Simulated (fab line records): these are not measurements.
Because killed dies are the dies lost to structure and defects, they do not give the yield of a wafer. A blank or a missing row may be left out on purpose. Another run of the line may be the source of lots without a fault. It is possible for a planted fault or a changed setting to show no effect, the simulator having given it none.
The tool behind it: which one? -- flow gf180mcu -- 7 lots, 21 wafers sampled, at 1 step of a route of 602

## WHAT THE GAUGES READ, wafer by wafer
GF_STI_BOW_MEAS_00.
lot,measured,on,INCOMING_BOW (um)
L936,day 1 15:00,film-metro-04,-2 -2 -2
L938,day 2 01:00,film-metro-04,-2 -3 6
L940,day 2 11:02,film-metro-04,-4 2 -9
L942,day 2 21:00,film-metro-01,4 2 14
L946,day 3 17:00,film-metro-02,3 5 -5
L952,day 4 23:00,film-metro-02,5 -3 8
L958,day 6 05:01,film-metro-04,2 -14 2

## WHAT TOOL EACH LOT RAN ON (gives the tool, then ch and the chambers of the sampled wafers, and finally the start)
The record shows no process step preceding these readings.

## THE ANSWER, worked out from the rows above alone
Rule: usual is defined by the lots themselves. The widest of any qualifying gaps counts: lots, ordered by their means at a reading, are off when they make up no more than a third of the lots, leave a main group of 4 or more, and stand apart from it by 3 or more times the standard deviation of that group's means. If all means in a main group match to the digits the tables above print for the reading, that group is not used. Also off: a lot with no number at a reading for which 4 or more lots have one. The other lots that the step has rows for count as sound.
Nothing can be told from this: no lot is off at any reading shown.

## WHAT THE SIMULATOR HAD INSERTED
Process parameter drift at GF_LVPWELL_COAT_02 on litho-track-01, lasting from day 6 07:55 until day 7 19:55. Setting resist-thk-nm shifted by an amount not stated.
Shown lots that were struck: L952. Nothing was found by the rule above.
